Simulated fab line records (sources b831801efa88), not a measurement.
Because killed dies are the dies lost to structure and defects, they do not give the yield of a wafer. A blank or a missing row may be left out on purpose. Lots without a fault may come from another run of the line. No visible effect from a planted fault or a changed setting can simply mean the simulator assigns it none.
Struck lot and sound lot, side by side | flow sky130 | 15 steps out of a route of 708
Sound: wafers L431.3, L431.4, L431.6. Struck: wafers L449.2, L449.5, L449.6. The cause is given at the end.
Order at every step that has rows: each side's tool, ch and its chambers, its first start. Under that, the readings that differ: sound wafers | struck wafers | difference of the means | sigmas: that difference in standard deviations of wafers without a fault.
alike: same words and numbers on both sides, and readings whose means sit less than 2 such deviations apart. not compared: any withheld reading, any reading some wafer has no value for, any bound like >300 that may hide the same value, and any number with overlapping values for which the record gives no deviation.
The two part at a step that has a row with sigmas, a row that says differs or no value, or rows on one side only. When numbers do not overlap yet have no deviation, they are printed without sigmas and do not part them. A reading that every wafer of one side lacks parts them only if that side has two wafers or more.

SKY_LDD_HVP_STRIP_09: strips in O2/N2.
  sound on plasma_asher-02 ch 0,1, day 21 03:39; struck on plasma_asher-04 ch 0,1, day 27 17:40
  alike: drypump_motor_current_A, oes_product_au, strip_time_to_endpoint_s
  not compared: rf_hours_counter_h
SKY_LDD_HVP_TW_MEAS_10:
  sound on film_metro-01 at day 21 03:44; struck on film_metro-03 at day 27 17:47
  alike: LDD_HVP_TW
then, 7 steps without rows for these wafers: SKY_LDD_LDN_DEHYDRATE_00 (time 60 s); SKY_LDD_LDN_HMDS_01 (prime time 60 s); SKY_LDD_LDN_COAT_02 (resist thk 1140 nm); SKY_LDD_LDN_SOFTBAKE_03 (time 60 s); SKY_LDD_LDN_EXPOSE_04 (exposes mask LDNTM, target cd 700 nm); SKY_LDD_LDN_PEB_05; SKY_LDD_LDN_DEVELOP_06 (develop time 60 s).
SKY_LDD_LDN_OVL_MEAS_07:
  sound on overlay-01 at day 22 10:05; struck on overlay-01 at day 28 21:56
  alike: LDD_LDN_OVL
then, 2 steps without rows for these wafers: SKY_LDD_LDN_IMPLANT_08; SKY_LDD_LDN_IMPLANT_09.
SKY_LDD_LDN_IMPLANT_10:
  sound on implanter-03 ch 0, day 22 10:27; struck on implanter-03 ch 0, day 28 22:17
  reading            | sound                            | struck                        | difference | sigmas
  dose_ions_cm2      | 1.2474e+13 1.2482e+13 1.2508e+13 | 7.572e+12 7.577e+12 7.587e+12 | -4.909e+12 | -99 or more
  faraday_current_uA | 71.0 69.3 67.5                   | 42.0 43.2 42.8                | -26.6      | -18
  alike: beam_on_s
after that, 1 step had no rows for these wafers: SKY_LDD_LDN_IMPLANT_11.
-- a jump in the record: the struck wafers' starts before and after are 21 days apart (it breaks off in module LDD_LDN and resumes in module PAD_OPEN, where the first step shown is number 708 of the route) --
SKY_PAD_OPEN_PROBE_99:
  sound on prober-02 at day 45 08:12; struck on prober-02 at day 49 18:03
  reading                         | sound          | struck         | difference | sigmas
  model.etest.tip_sonos.rs_ohm_sq | 2612 2622 2563 | 2825 2819 2793 | +213       |
  alike: killed_at_M0_to_M3, killed_at_M4_up, killed_at_contacts, killed_at_front_end, killed_at_other, killed_dies, killed_open, killed_short

== WHERE THEY PART ==
At SKY_LDD_LDN_IMPLANT_10 and nowhere else, as far as this record goes. Later steps at which nothing parts them and some readings are alike: SKY_PAD_OPEN_PROBE_99.

WHY: what had been put in by the simulator
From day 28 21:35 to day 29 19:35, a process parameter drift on implanter-03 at SKY_LDD_LDN_IMPLANT_10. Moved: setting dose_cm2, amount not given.
